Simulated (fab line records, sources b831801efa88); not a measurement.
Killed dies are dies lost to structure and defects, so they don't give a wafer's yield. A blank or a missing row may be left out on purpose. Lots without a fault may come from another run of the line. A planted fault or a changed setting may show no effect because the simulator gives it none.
fab line records | flow sky130
record lots=5 wafers=15 last_day=50
route steps=708 shown VT_ADJUST_HVTP@90 VT_ADJUST_LVTN@97 VT_ADJUST_NCORE@119 VT_ADJUST_HVTR@131
lots that met no fault: from a run of the same line without faults
start_h: hours from the record's first day to the start of the lot's first wafer shown | wait_h: hours since the lot's step before | " the same as in the row above | L1.1+2: a row that stands for several wafers | - no value, or no start given | * or withheld: withheld | < > ~ a bound
route shown NAME@n: a module of which the file shows steps, and the number in the route of the first | usual: mean/standard deviation of fault-free wafers | same: alike in all rows | chamber/n: place in a boat | sites: the reading at each site | _std_site: their standard deviation | _edge_site: outer sites' mean less inner sites' | radius_mm: how far each site lies from the wafer's centre | mask NAME#n: copy n | behind: the tool/chamber that last shaped the wafer | hold: why the lot was held/for how many hours/how that ended | device: the transistor (n, p or np) that didn't switch | end of line: the same wafers' tests at the end of the route | a step without rows: its recipe alone | killed: dies lost to structure and defects at the first sort, not the wafer's yield | map: a wafer's dies, x killed, . not, _ none there
set.NAME: the setting as run; set.NAME@STEP: as run at that earlier step | model.NAME: the simulator's own value behind a step, which no gauge read
lots at some steps of the route; a table a step, a row a wafer
services: from which hour (start_h, from the record's first day; less than 0 if before it) a tool's chamber was out of use, for how many hours, and why
## steps
# step SKY_VT_ADJUST_HVTP_PEB_05
# recipe temp_c=withheld time_s=* resist=NOVOLAK
# columns lot.wafer tool chamber start_h wait_h
L080.3+5+6 litho_track-02 0 - -
L084.3+4+6 litho_track-02 0 - -
L085.3+5+6 litho_track-01 0 - -
L091.2+5+6 litho_track-01 0 - -
L094.3+4+5 litho_track-02 0 - -
# step SKY_VT_ADJUST_HVTP_DEVELOP_06
# recipe resist=NOVOLAK developer=TMAH develop_time_s=60 dev_temp_c=23
# columns lot.wafer tool chamber start_h wait_h
L080.3+5+6 litho_track-02 0 156.13 0.1
L084.3+4+6 litho_track-02 0 181.93 0.1
L085.3+5+6 litho_track-01 0 187.35 0.1
L091.2+5+6 litho_track-01 0 232.07 0.1
L094.3+4+5 litho_track-02 0 250.03 0.1
# step SKY_VT_ADJUST_HVTP_CD_MEAS_07
# recipe target_cd_nm=380
# usual cd_nm=379.7/2.6
# columns lot.wafer tool chamber start_h wait_h cd_nm
L080.3 cd_sem-02 - 156.27 0.1 383.5
L080.5 " - " " 383.3
L080.6 " - " " 380.4
L084.3 cd_sem-01 - 182.07 0.1 379.2
L084.4 " - " " 377.9
L084.6 " - " " 379.4
L085.3 cd_sem-01 - 187.49 0.1 376.7
L085.5 " - " " 374.7
L085.6 " - " " 375.8
L091.2 cd_sem-01 - 232.22 0.1 370.5
L091.5 " - " " 371.0
L091.6 " - " " 371.2
L094.3 cd_sem-02 - 250.17 0.1 381.1
L094.4 " - " " 375.4
L094.5 " - " " 378.1
# step SKY_VT_ADJUST_HVTP_OVL_MEAS_08
# usual VT_ADJUST_HVTP_OVL=-0.3/1.4
# columns lot.wafer tool chamber start_h wait_h VT_ADJUST_HVTP_OVL[nm]
L080.3 overlay-02 - 156.36 0.1 -0.7
L080.5 " - " " -0.6
L080.6 " - " " -1.0
L084.3 overlay-02 - 182.16 0.1 -0.4
L084.4 " - " " 0.0
L084.6 " - " " 0.2
L085.3 overlay-01 - 187.58 0.1 -0.4
L085.5 " - " " -1.5
L085.6 " - " " 0.0
L091.2 overlay-01 - 232.33 0.1 -2.2
L091.5 " - " " -1.3
L091.6 " - " " -1.0
L094.3 overlay-02 - 250.26 0.1 -2.6
L094.4 " - " " -3.2
L094.5 " - " " -1.7
# step SKY_VT_ADJUST_HVTP_IMPLANT_09
# recipe species=As energy_kev=150 dose_cm2=4.3e+12 tilt_deg=withheld
# columns lot.wafer tool chamber start_h wait_h
L080.3+5+6 implanter-03 0 156.43 0.1
L084.3+4+6 implanter-02 0 182.23 0.1
L085.3+5+6 implanter-04 0 187.66 0.1
L091.2+5+6 implanter-03 0 232.38 0.0
L094.3+4+5 implanter-02 0 250.33 0.1
# step SKY_VT_ADJUST_HVTP_STRIP_10
# recipe chemistry=O2/N2 power_w=1400 pressure_mtorr=1500 platen_temp_c=withheld o2_flow_sccm=3000 n2_flow_sccm=300 overash_fraction=0.5
# usual drypump_motor_current_A=5.7/0.37 oes_product_au=0.716/0.0042 strip_time_to_endpoint_s=14.19/0.04
# columns lot.wafer tool chamber start_h wait_h drypump_motor_current_A oes_product_au rf_hours_counter_h strip_time_to_endpoint_s
L080.3 plasma_asher-01 1 156.57 0.1 4.9 0.708 - 14.22
L080.5 " 1 " " 4.9 0.712 - 14.26
L080.6 " 0 " " 5.6 0.709 - 14.24
L084.3 plasma_asher-04 1 182.37 0.1 6.1 0.725 - 14.17
L084.4 " 0 " " 5.8 0.711 - 14.16
L084.6 " 1 " " 6.1 0.716 - 14.12
L085.3 plasma_asher-04 1 187.79 0.1 6.1 0.714 - 14.22
L085.5 " 0 " " 5.8 0.713 - 14.17
L085.6 " 1 " " 6.1 0.720 - 14.21
L091.2 plasma_asher-02 1 232.51 0.1 5.2 0.710 11 14.17
L091.5 " 1 " " 5.2 0.710 - 14.18
L091.6 " 0 " " 5.4 0.716 - 14.16
L094.3 plasma_asher-02 0 250.47 0.1 5.4 0.706 - 14.15
L094.4 " 1 " " 5.2 0.720 - 14.14
L094.5 " 0 " " 5.4 0.717 - 14.13
# step SKY_VT_ADJUST_HVTP_TW_MEAS_11
# usual VT_ADJUST_HVTP_TW=1345/15
# columns lot.wafer tool chamber start_h wait_h VT_ADJUST_HVTP_TW
L080.3 film_metro-02 - 156.65 0.1 1336
L080.5 " - " " 1343
L080.6 " - " " 1333
L084.3 film_metro-01 - 182.45 0.1 1323
L084.4 " - " " 1325
L084.6 " - " " 1323
L085.3 film_metro-01 - 187.88 0.1 1331
L085.5 " - " " 1337
L085.6 " - " " 1322
L091.2 film_metro-02 - 232.61 0.1 1335
L091.5 " - " " 1337
L091.6 " - " " 1332
L094.3 film_metro-01 - 250.55 0.1 1334
L094.4 " - " " 1338
L094.5 " - " " 1338
# step SKY_VT_ADJUST_LVTN_DEHYDRATE_00
# recipe temp_c=200 time_s=60
# columns lot.wafer tool chamber start_h wait_h
L080.3+5+6 litho_track-04 0 166.60 9.9
L084.3+4+6 litho_track-02 0 192.18 9.7
L085.3+5+6 litho_track-04 0 197.95 10.1
L091.2+5+6 litho_track-03 0 243.53 10.9
L094.3+4+5 litho_track-02 0 262.23 11.7
# step SKY_VT_ADJUST_LVTN_HMDS_01
# recipe prime_time_s=60 prime_temp_c=120
# columns lot.wafer tool chamber start_h wait_h
L080.3+5+6 litho_track-04 0 166.75 0.1
L084.3+4+6 litho_track-02 0 192.33 0.1
L085.3+5+6 litho_track-04 0 198.10 0.1
L091.2+5+6 litho_track-03 0 243.68 0.1
L094.3+4+5 litho_track-02 0 262.38 0.1
# step SKY_VT_ADJUST_LVTN_COAT_02
# recipe spin_rpm=2000 resist_thk_nm=3000
# columns lot.wafer tool chamber start_h wait_h
L080.3+5+6 litho_track-04 0 166.90 0.1
L084.3+4+6 litho_track-02 0 192.48 0.1
L085.3+5+6 litho_track-04 0 198.25 0.1
L091.2+5+6 litho_track-03 0 243.83 0.1
L094.3+4+5 litho_track-02 0 262.53 0.1
# step SKY_VT_ADJUST_LVTN_SOFTBAKE_03
# recipe temp_c=110 time_s=withheld
# columns lot.wafer tool chamber start_h wait_h
L080.3+5+6 litho_track-04 0 167.07 0.1
L084.3+4+6 litho_track-02 0 192.64 0.1
L085.3+5+6 litho_track-04 0 198.42 0.1
L091.2+5+6 litho_track-03 0 243.99 0.1
L094.3+4+5 litho_track-02 0 262.69 0.1
# step SKY_VT_ADJUST_LVTN_EXPOSE_04
# recipe mask_id=NWM_COMPLEMENT_LESS_NATIVE na=0.6 source_shape=conventional sigma_outer=0.6 polarization=unpolarized target_cd_nm=840 dose_mj=194
# columns lot.wafer tool chamber start_h wait_h mask
L080.3+5+6 iline_stepper-02 0 - - NWM_COMPLEMENT_LESS_NATIVE#0
L084.3+4+6 iline_stepper-02 0 - - NWM_COMPLEMENT_LESS_NATIVE#0
L085.3+5+6 iline_stepper-01 0 - - NWM_COMPLEMENT_LESS_NATIVE#0
L091.2+5+6 iline_stepper-02 0 - - NWM_COMPLEMENT_LESS_NATIVE#0
L094.3+4+5 iline_stepper-01 0 - - NWM_COMPLEMENT_LESS_NATIVE#0
# step SKY_VT_ADJUST_LVTN_PEB_05
# recipe temp_c=115 time_s=withheld
# columns lot.wafer tool chamber start_h wait_h
L080.3+5+6 litho_track-02 0 - -
L084.3+4+6 litho_track-02 0 - -
L085.3+5+6 litho_track-02 0 - -
L091.2+5+6 litho_track-02 0 - -
L094.3+4+5 litho_track-02 0 - -
# step SKY_VT_ADJUST_LVTN_DEVELOP_06
# recipe wall_angle_deg=90 developer=TMAH develop_time_s=60 dev_temp_c=23
# columns lot.wafer tool chamber start_h wait_h
L080.3+5+6 litho_track-02 0 - -
L084.3+4+6 litho_track-02 0 - -
L085.3+5+6 litho_track-02 0 - -
L091.2+5+6 litho_track-02 0 - -
L094.3+4+5 litho_track-02 0 - -
# step SKY_VT_ADJUST_LVTN_OVL_MEAS_07
# usual VT_ADJUST_LVTN_OVL=0.5/1.5
# columns lot.wafer tool chamber start_h wait_h VT_ADJUST_LVTN_OVL[nm]
L080.3 overlay-01 - 177.54 - 1.6
L080.5 " - " " 0.9
L080.6 " - " " -0.5
L084.3 overlay-01 - 203.24 - 1.5
L084.4 " - " " 0.4
L084.6 " - " " 1.4
L085.3 overlay-01 - 209.09 - 0.5
L085.5 " - " " 2.5
L085.6 " - " " -0.1
L091.2 overlay-02 - 255.38 - -0.3
L091.5 " - " " 1.3
L091.6 " - " " 1.1
L094.3 overlay-02 - 274.59 - 0.1
L094.4 " - " " 0.9
L094.5 " - " " 0.6
# step SKY_VT_ADJUST_LVTN_IMPLANT_08
# recipe species=B energy_kev=30 dose_cm2=1.57e+12 tilt_deg=withheld
# columns lot.wafer tool chamber start_h wait_h
L080.3+5+6 implanter-04 0 177.61 0.1
L084.3+4+6 implanter-04 0 203.31 0.1
L085.3+5+6 implanter-02 0 209.16 0.1
L091.2+5+6 implanter-04 0 255.44 0.0
L094.3+4+5 implanter-02 0 274.66 0.1
# step SKY_VT_ADJUST_LVTN_STRIP_09
# recipe chemistry=O2/N2 power_w=1400 pressure_mtorr=1500 platen_temp_c=withheld o2_flow_sccm=3000 n2_flow_sccm=300 overash_fraction=0.5
# usual drypump_motor_current_A=5.5/0.41 oes_product_au=0.722/0.0043 strip_time_to_endpoint_s=36.95/0.099
# columns lot.wafer tool chamber start_h wait_h drypump_motor_current_A oes_product_au rf_hours_counter_h strip_time_to_endpoint_s
L080.3 plasma_asher-03 0 177.75 0.1 5.7 0.716 - 37.08
L080.5 " 1 " " 5.1 0.715 - 36.87
L080.6 " 0 " " 5.7 0.715 - 36.89
L084.3 plasma_asher-04 0 203.45 0.1 5.8 0.728 - 37.02
L084.4 " 1 " " 6.1 0.719 - 37.10
L084.6 " 1 " " 6.1 0.719 - 37.02
L085.3 plasma_asher-01 0 209.30 0.1 5.6 0.719 - 36.90
L085.5 " 0 " " 5.5 0.721 - 36.87
L085.6 " 1 " " 4.9 0.730 - 36.85
L091.2 plasma_asher-04 0 255.56 0.1 5.8 0.718 58 36.75
L091.5 " 1 " " 6.1 0.724 - 36.76
L091.6 " 0 " " 5.8 0.722 - 36.85
L094.3 plasma_asher-01 0 274.80 0.1 5.6 0.718 - 37.10
L094.4 " 1 " " 4.9 0.720 - 37.14
L094.5 " 0 " " 5.6 0.720 - 37.09
# step SKY_VT_ADJUST_LVTN_TW_MEAS_10
# usual VT_ADJUST_LVTN_TW=239.4/2.9
# columns lot.wafer tool chamber start_h wait_h VT_ADJUST_LVTN_TW
L080.3 film_metro-02 - 177.83 0.1 238.7
L080.5 " - " " 238.7
L080.6 " - " " 240.3
L084.3 film_metro-02 - 203.53 0.1 238.7
L084.4 " - " " 238.2
L084.6 " - " " 237.1
L085.3 film_metro-01 - 209.38 0.1 235.3
L085.5 " - " " 236.8
L085.6 " - " " 236.8
L091.2 film_metro-04 - 255.67 0.1 243.9
L091.5 " - " " 244.3
L091.6 " - " " 243.8
L094.3 film_metro-04 - 274.88 0.1 246.2
L094.4 " - " " 244.4
L094.5 " - " " 245.8
# step SKY_VT_ADJUST_LVTN_DEHYDRATE_11
# recipe temp_c=200 time_s=60
# columns lot.wafer tool chamber start_h wait_h
L080.3+5+6 litho_track-02 0 187.38 9.5
L084.3+4+6 litho_track-02 0 214.03 10.5
L085.3+5+6 litho_track-02 0 219.83 10.4
L091.2+5+6 litho_track-02 0 267.90 12.2
L094.3+4+5 litho_track-02 0 286.33 11.4
# step SKY_VT_ADJUST_LVTN_HMDS_12
# recipe prime_time_s=60 prime_temp_c=120
# columns lot.wafer tool chamber start_h wait_h
L080.3+5+6 litho_track-02 0 187.53 0.1
L084.3+4+6 litho_track-02 0 214.18 0.1
L085.3+5+6 litho_track-02 0 219.98 0.1
L091.2+5+6 litho_track-02 0 268.05 0.1
L094.3+4+5 litho_track-02 0 286.48 0.1
# step SKY_VT_ADJUST_LVTN_COAT_13
# recipe resist=NOVOLAK spin_rpm=3000 resist_thk_nm=1140
# columns lot.wafer tool chamber start_h wait_h
L080.3+5+6 litho_track-02 0 187.68 0.1
L084.3+4+6 litho_track-02 0 214.33 0.1
L085.3+5+6 litho_track-02 0 220.13 0.1
L091.2+5+6 litho_track-02 0 268.20 0.1
L094.3+4+5 litho_track-02 0 286.63 0.1
# step SKY_VT_ADJUST_LVTN_SOFTBAKE_14
# recipe temp_c=90 time_s=60 resist=NOVOLAK
# columns lot.wafer tool chamber start_h wait_h
L080.3+5+6 litho_track-02 0 187.83 0.1
L084.3+4+6 litho_track-02 0 214.48 0.1
L085.3+5+6 litho_track-02 0 220.28 0.1
L091.2+5+6 litho_track-02 0 268.35 0.1
L094.3+4+5 litho_track-02 0 286.78 0.1
# step SKY_VT_ADJUST_LVTN_EXPOSE_15
# recipe mask_id=HVN_STD_DERIVED na=0.6 source_shape=conventional sigma_outer=0.6 polarization=unpolarized target_cd_nm=600 dose_mj=163
# columns lot.wafer tool chamber start_h wait_h mask
L080.3+5+6 iline_stepper-01 0 - - HVN_STD_DERIVED#0
L084.3+4+6 iline_stepper-01 0 - - HVN_STD_DERIVED#0
L085.3+5+6 iline_stepper-01 0 - - HVN_STD_DERIVED#0
L091.2+5+6 iline_stepper-01 0 - - HVN_STD_DERIVED#0
L094.3+4+5 iline_stepper-02 0 - - HVN_STD_DERIVED#0
# step SKY_VT_ADJUST_LVTN_PEB_16
# recipe temp_c=withheld time_s=* resist=NOVOLAK
# columns lot.wafer tool chamber start_h wait_h
L080.3+5+6 litho_track-04 0 - -
L084.3+4+6 litho_track-04 0 - -
L085.3+5+6 litho_track-04 0 - -
L091.2+5+6 litho_track-02 0 - -
L094.3+4+5 litho_track-03 0 - -
# step SKY_VT_ADJUST_LVTN_DEVELOP_17
# recipe resist=NOVOLAK developer=TMAH develop_time_s=60 dev_temp_c=23
# columns lot.wafer tool chamber start_h wait_h
L080.3+5+6 litho_track-04 0 198.75 0.1
L084.3+4+6 litho_track-04 0 225.70 0.1
L085.3+5+6 litho_track-04 0 230.95 0.1
L091.2+5+6 litho_track-02 0 280.80 0.1
L094.3+4+5 litho_track-03 0 299.10 0.1
# step SKY_VT_ADJUST_LVTN_OVL_MEAS_18
# usual VT_ADJUST_LVTN_01_OVL=0.4/1.2
# columns lot.wafer tool chamber start_h wait_h VT_ADJUST_LVTN_01_OVL[nm]
L080.3 overlay-02 - 198.86 0.1 0.0
L080.5 " - " " 0.3
L080.6 " - " " 0.9
L084.3 overlay-02 - 225.81 0.1 0.9
L084.4 " - " " 1.1
L084.6 " - " " 0.3
L085.3 overlay-01 - 231.06 0.1 -0.2
L085.5 " - " " 0.1
L085.6 " - " " 0.7
L091.2 overlay-01 - 280.93 0.1 -1.8
L091.5 " - " " -1.1
L091.6 " - " " -0.9
L094.3 overlay-02 - 299.22 0.1 -0.1
L094.4 " - " " 0.6
L094.5 " - " " -1.1
# step SKY_VT_ADJUST_LVTN_IMPLANT_19
# recipe species=B energy_kev=30 dose_cm2=6.5e+11 tilt_deg=withheld
# columns lot.wafer tool chamber start_h wait_h
L080.3+5+6 implanter-04 0 198.94 0.1
L084.3+4+6 implanter-04 0 225.89 0.1
L085.3+5+6 implanter-02 0 231.14 0.1
L091.2+5+6 implanter-04 0 280.99 0.0
L094.3+4+5 implanter-04 0 299.29 0.1
# step SKY_VT_ADJUST_LVTN_STRIP_20
# recipe chemistry=O2/N2 power_w=1400 pressure_mtorr=1500 platen_temp_c=withheld o2_flow_sccm=3000 n2_flow_sccm=300 overash_fraction=0.5
# usual drypump_motor_current_A=5.5/0.4 oes_product_au=0.715/0.0049 strip_time_to_endpoint_s=14.19/0.034
# columns lot.wafer tool chamber start_h wait_h drypump_motor_current_A oes_product_au rf_hours_counter_h strip_time_to_endpoint_s
L080.3 plasma_asher-01 1 199.07 0.1 4.9 0.724 - 14.25
L080.5 " 0 " " 5.6 0.726 - 14.25
L080.6 " 1 " " 4.9 0.715 - 14.18
L084.3 plasma_asher-01 0 226.02 0.1 5.6 0.711 - 14.13
L084.4 " 1 " " 4.9 0.710 - 14.14
L084.6 " 1 " " 4.9 0.709 - 14.16
L085.3 plasma_asher-03 0 231.27 0.1 5.7 0.719 - 14.24
L085.5 " 0 " " 5.7 0.711 - 14.20
L085.6 " 1 " " 5.2 0.708 - 14.19
L091.2 plasma_asher-01 0 281.11 0.1 5.6 0.706 45 14.22
L091.5 " 1 " " 4.9 0.709 - 14.18
L091.6 " 0 " " 5.5 0.715 - 14.21
L094.3 plasma_asher-04 0 299.42 0.1 5.8 0.711 - 14.20
L094.4 " 1 " " 6.1 0.710 - 14.25
L094.5 " 1 " " 6.1 0.715 - 14.14
# step SKY_VT_ADJUST_LVTN_TW_MEAS_21
# usual VT_ADJUST_LVTN_2_TW=187.3/2.8
# columns lot.wafer tool chamber start_h wait_h VT_ADJUST_LVTN_2_TW
L080.3 film_metro-02 - 199.16 0.1 184.5
L080.5 " - " " 185.1
L080.6 " - " " 184.1
L084.3 film_metro-04 - 226.11 0.1 190.1
L084.4 " - " " 188.9
L084.6 " - " " 190.0
L085.3 film_metro-01 - 231.36 0.1 183.9
L085.5 " - " " 183.7
L085.6 " - " " 184.4
L091.2 film_metro-04 - 281.22 0.1 192.0
L091.5 " - " " 191.9
L091.6 " - " " 191.6
L094.3 film_metro-02 - 299.51 0.1 186.0
L094.4 " - " " 185.4
L094.5 " - " " 186.2
# step SKY_VT_ADJUST_NCORE_DEHYDRATE_00
# recipe temp_c=200 time_s=60
# columns lot.wafer tool chamber start_h wait_h
L080.3+5+6 litho_track-01 0 209.25 10.1
L084.3+4+6 litho_track-01 0 236.60 10.5
L085.3+5+6 litho_track-04 0 242.65 11.3
L091.2+5+6 litho_track-03 0 293.33 12.1
L094.3+4+5 litho_track-03 0 311.65 12.1
# step SKY_VT_ADJUST_NCORE_HMDS_01
# recipe prime_time_s=60 prime_temp_c=120
# columns lot.wafer tool chamber start_h wait_h
L080.3+5+6 litho_track-01 0 209.40 0.1
L084.3+4+6 litho_track-01 0 236.75 0.1
L085.3+5+6 litho_track-04 0 242.80 0.1
L091.2+5+6 litho_track-03 0 293.48 0.1
L094.3+4+5 litho_track-03 0 311.80 0.1
# step SKY_VT_ADJUST_NCORE_COAT_02
# recipe resist=NOVOLAK spin_rpm=3000 resist_thk_nm=1140
# columns lot.wafer tool chamber start_h wait_h
L080.3+5+6 litho_track-01 0 209.55 0.1
L084.3+4+6 litho_track-01 0 236.90 0.1
L085.3+5+6 litho_track-04 0 242.95 0.1
L091.2+5+6 litho_track-03 0 293.63 0.1
L094.3+4+5 litho_track-03 0 311.95 0.1
# step SKY_VT_ADJUST_NCORE_SOFTBAKE_03
# recipe temp_c=90 time_s=60 resist=NOVOLAK
# columns lot.wafer tool chamber start_h wait_h
L080.3+5+6 litho_track-01 0 209.70 0.1
L084.3+4+6 litho_track-01 0 237.05 0.1
L085.3+5+6 litho_track-04 0 243.10 0.1
L091.2+5+6 litho_track-03 0 293.78 0.1
L094.3+4+5 litho_track-03 0 312.10 0.1
# step SKY_VT_ADJUST_NCORE_EXPOSE_04
# recipe mask_id=LVTN_COMPLEMENT_THIN na=0.6 source_shape=conventional sigma_outer=0.6 polarization=unpolarized target_cd_nm=380 dose_mj=139
# columns lot.wafer tool chamber start_h wait_h mask
L080.3+5+6 iline_stepper-02 0 - - LVTN_COMPLEMENT_THIN#0
L084.3+4+6 iline_stepper-02 0 - - LVTN_COMPLEMENT_THIN#0
L085.3+5+6 iline_stepper-01 0 - - LVTN_COMPLEMENT_THIN#0
L091.2+5+6 iline_stepper-01 0 - - LVTN_COMPLEMENT_THIN#0
L094.3+4+5 iline_stepper-02 0 - - LVTN_COMPLEMENT_THIN#0
# step SKY_VT_ADJUST_NCORE_PEB_05
# recipe temp_c=withheld time_s=* resist=NOVOLAK
# columns lot.wafer tool chamber start_h wait_h
L080.3+5+6 litho_track-01 0 - -
L084.3+4+6 litho_track-04 0 - -
L085.3+5+6 litho_track-03 0 - -
L091.2+5+6 litho_track-03 0 - -
L094.3+4+5 litho_track-04 0 - -
# step SKY_VT_ADJUST_NCORE_DEVELOP_06
# recipe resist=NOVOLAK developer=TMAH develop_time_s=57.37 dev_temp_c=23
# columns lot.wafer tool chamber start_h wait_h
L080.3+5+6 litho_track-01 0 220.75 0.1
L084.3+4+6 litho_track-04 0 248.55 0.1
L085.3+5+6 litho_track-03 0 254.35 0.1
L091.2+5+6 litho_track-03 0 306.53 0.1
L094.3+4+5 litho_track-04 0 325.05 0.1
# step SKY_VT_ADJUST_NCORE_CD_MEAS_07
# recipe target_cd_nm=380
# usual cd_nm=378.9/2.7
# columns lot.wafer tool chamber start_h wait_h cd_nm
L080.3 cd_sem-01 - 220.89 0.1 381.6
L080.5 " - " " 377.6
L080.6 " - " " 381.4
L084.3 cd_sem-02 - 248.69 0.1 376.6
L084.4 " - " " 375.1
L084.6 " - " " 376.1
L085.3 cd_sem-02 - 254.49 0.1 376.0
L085.5 " - " " 377.0
L085.6 " - " " 374.5
L091.2 cd_sem-01 - 306.67 0.1 381.3
L091.5 " - " " 381.4
L091.6 " - " " 378.8
L094.3 cd_sem-01 - 325.19 0.1 384.0
L094.4 " - " " 381.5
L094.5 " - " " 383.9
# step SKY_VT_ADJUST_NCORE_OVL_MEAS_08
# usual VT_ADJUST_NCORE_OVL=-0.7/1.3
# columns lot.wafer tool chamber start_h wait_h VT_ADJUST_NCORE_OVL[nm]
L080.3 overlay-02 - 220.98 0.1 -0.4
L080.5 " - " " -0.2
L080.6 " - " " 0.6
L084.3 overlay-02 - 248.78 0.1 0.4
L084.4 " - " " -0.9
L084.6 " - " " -1.7
L085.3 overlay-02 - 254.59 0.1 -1.1
L085.5 " - " " -2.3
L085.6 " - " " -1.0
L091.2 overlay-02 - 306.78 0.1 -0.9
L091.5 " - " " -2.0
L091.6 " - " " -2.3
L094.3 overlay-02 - 325.28 0.1 1.4
L094.4 " - " " 1.3
L094.5 " - " " 0.8
# step SKY_VT_ADJUST_NCORE_IMPLANT_09
# recipe species=B energy_kev=10 dose_cm2=2.4e+12 tilt_deg=withheld
# columns lot.wafer tool chamber start_h wait_h
L080.3+5+6 implanter-03 0 221.05 0.1
L084.3+4+6 implanter-03 0 248.86 0.1
L085.3+5+6 implanter-04 0 254.66 0.1
L091.2+5+6 implanter-03 0 306.84 0.0
L094.3+4+5 implanter-03 0 325.40 0.1
# step SKY_VT_ADJUST_NCORE_STRIP_10
# recipe chemistry=O2/N2 power_w=1400 pressure_mtorr=1500 platen_temp_c=withheld o2_flow_sccm=3000 n2_flow_sccm=300 overash_fraction=0.5
# usual drypump_motor_current_A=5.30/0.28 oes_product_au=0.716/0.0045 strip_time_to_endpoint_s=14.19/0.038
# columns lot.wafer tool chamber start_h wait_h drypump_motor_current_A oes_product_au rf_hours_counter_h strip_time_to_endpoint_s
L080.3 plasma_asher-01 0 221.19 0.1 5.56 0.718 - 14.13
L080.5 " 1 " " 4.90 0.710 - 14.17
L080.6 " 0 " " 5.57 0.718 - 14.13
L084.3 plasma_asher-03 0 248.99 0.1 5.65 0.715 - 14.25
L084.4 " 1 " " 5.17 0.712 - 14.24
L084.6 " 0 " " 5.65 0.719 - 14.25
L085.3 plasma_asher-02 0 254.79 0.1 5.43 0.716 - 14.21
L085.5 " 0 " " 5.44 0.712 - 14.21
L085.6 " 1 " " 5.22 0.720 - 14.19
L091.2 plasma_asher-03 0 306.96 0.1 5.67 0.707 61 14.20
L091.5 " 1 " " 5.15 0.712 - 14.20
L091.6 " 0 " " 5.67 0.716 - 14.23
L094.3 plasma_asher-01 0 325.53 0.1 5.56 0.724 - 14.20
L094.4 " 1 " " 4.90 0.711 - 14.20
L094.5 " 0 " " 5.56 0.715 - 14.21
# step SKY_VT_ADJUST_NCORE_TW_MEAS_11
# usual VT_ADJUST_NCORE_TW=219.5/2.3
# columns lot.wafer tool chamber start_h wait_h VT_ADJUST_NCORE_TW
L080.3 film_metro-02 - 221.27 0.1 216.6
L080.5 " - " " 216.6
L080.6 " - " " 216.0
L084.3 film_metro-02 - 249.08 0.1 215.5
L084.4 " - " " 217.4
L084.6 " - " " 218.1
L085.3 film_metro-02 - 254.88 0.1 217.2
L085.5 " - " " 217.9
L085.6 " - " " 217.7
L091.2 film_metro-02 - 307.07 0.1 217.0
L091.5 " - " " 216.2
L091.6 " - " " 216.3
L094.3 film_metro-03 - 325.62 0.1 222.1
L094.4 " - " " 221.6
L094.5 " - " " 222.2
# step SKY_VT_ADJUST_HVTR_DEHYDRATE_00
# recipe temp_c=200 time_s=60
# columns lot.wafer tool chamber start_h wait_h
L080.3+5+6 litho_track-02 0 231.43 10.1
L084.3+4+6 litho_track-04 0 260.30 11.2
L085.3+5+6 litho_track-04 0 266.80 11.9
L091.2+5+6 litho_track-04 0 319.23 12.1
L094.3+4+5 litho_track-02 0 337.78 12.2
# step SKY_VT_ADJUST_HVTR_HMDS_01
# recipe prime_time_s=60 prime_temp_c=120
# columns lot.wafer tool chamber start_h wait_h
L080.3+5+6 litho_track-02 0 231.58 0.1
L084.3+4+6 litho_track-04 0 260.45 0.1
L085.3+5+6 litho_track-04 0 266.95 0.1
L091.2+5+6 litho_track-04 0 319.38 0.1
L094.3+4+5 litho_track-02 0 337.93 0.1
# step SKY_VT_ADJUST_HVTR_COAT_02
# recipe resist=NOVOLAK spin_rpm=3000 resist_thk_nm=1140
# columns lot.wafer tool chamber start_h wait_h
L080.3+5+6 litho_track-02 0 231.73 0.1
L084.3+4+6 litho_track-04 0 260.60 0.1
L085.3+5+6 litho_track-04 0 267.10 0.1
L091.2+5+6 litho_track-04 0 319.53 0.1
L094.3+4+5 litho_track-02 0 338.08 0.1
# step SKY_VT_ADJUST_HVTR_SOFTBAKE_03
# recipe temp_c=90 time_s=60 resist=NOVOLAK
# columns lot.wafer tool chamber start_h wait_h
L080.3+5+6 litho_track-02 0 231.88 0.1
L084.3+4+6 litho_track-04 0 260.75 0.1
L085.3+5+6 litho_track-04 0 267.25 0.1
L091.2+5+6 litho_track-04 0 319.68 0.1
L094.3+4+5 litho_track-02 0 338.23 0.1
# step SKY_VT_ADJUST_HVTR_EXPOSE_04
# recipe mask_id=HVTRM target_cd_nm=380 na=0.6 source_shape=conventional sigma_outer=0.6 dose_mj=150
# columns lot.wafer tool chamber start_h wait_h mask
L080.3+5+6 iline_stepper-02 0 - - HVTRM#0
L084.3+4+6 iline_stepper-02 0 - - HVTRM#0
L085.3+5+6 iline_stepper-01 0 - - HVTRM#0
L091.2+5+6 iline_stepper-01 0 - - HVTRM#0
L094.3+4+5 iline_stepper-01 0 - - HVTRM#0
# step SKY_VT_ADJUST_HVTR_PEB_05
# recipe temp_c=withheld time_s=* resist=NOVOLAK
# columns lot.wafer tool chamber start_h wait_h
L080.3+5+6 litho_track-04 0 - -
L084.3+4+6 litho_track-04 0 - -
L085.3+5+6 litho_track-02 0 - -
L091.2+5+6 litho_track-04 0 - -
L094.3+4+5 litho_track-04 0 - -
# step SKY_VT_ADJUST_HVTR_DEVELOP_06
# recipe develop_time_s=60 dev_temp_c=23
# columns lot.wafer tool chamber start_h wait_h
L080.3+5+6 litho_track-04 0 243.40 0.1
L084.3+4+6 litho_track-04 0 272.35 0.1
L085.3+5+6 litho_track-02 0 278.93 0.1
L091.2+5+6 litho_track-04 0 332.83 0.1
L094.3+4+5 litho_track-04 0 351.80 0.1
# step SKY_VT_ADJUST_HVTR_CD_MEAS_07
# recipe target_cd_nm=380
# usual cd_nm=379.8/2.4
# columns lot.wafer tool chamber start_h wait_h cd_nm
L080.3 cd_sem-01 - 243.54 0.1 381.0
L080.5 " - " " 380.0
L080.6 " - " " 379.5
L084.3 cd_sem-01 - 272.49 0.1 379.3
L084.4 " - " " 379.6
L084.6 " - " " 377.9
L085.3 cd_sem-01 - 279.07 0.1 382.7
L085.5 " - " " 379.5
L085.6 " - " " 381.6
L091.2 cd_sem-02 - 332.97 0.1 379.1
L091.5 " - " " 378.1
L091.6 " - " " 382.5
L094.3 cd_sem-02 - 351.94 0.1 373.7
L094.4 " - " " 376.3
L094.5 " - " " 376.5
## services
# columns tool chamber start_h hours kind
iline_stepper-02 - 140.79 3.2 repair
implanter-02 - 144.55 4.9 repair
plasma_asher-02 - 148.75 1.9 repair
implanter-02 - 157.28 3.1 repair
plasma_asher-03 - 188.43 1.6 repair
plasma_asher-01 - 188.45 0.8 repair
plasma_asher-04 - 219.17 2.1 repair
implanter-03 - 221.33 2.1 repair
iline_stepper-02 - 221.94 1.7 pm
iline_stepper-01 - 243.98 1.7 pm
implanter-04 - 248.99 4.6 pm
plasma_asher-01 - 249.83 2.8 pm
plasma_asher-02 - 275.51 2.6 repair
implanter-04 - 291.88 7.2 repair
plasma_asher-04 - 325.26 74.4 repair
plasma_asher-02 - 325.84 1.5 repair
implanter-04 - 329.52 55.3 repair
plasma_asher-03 - 336.85 2.8 pm
## key
fault none
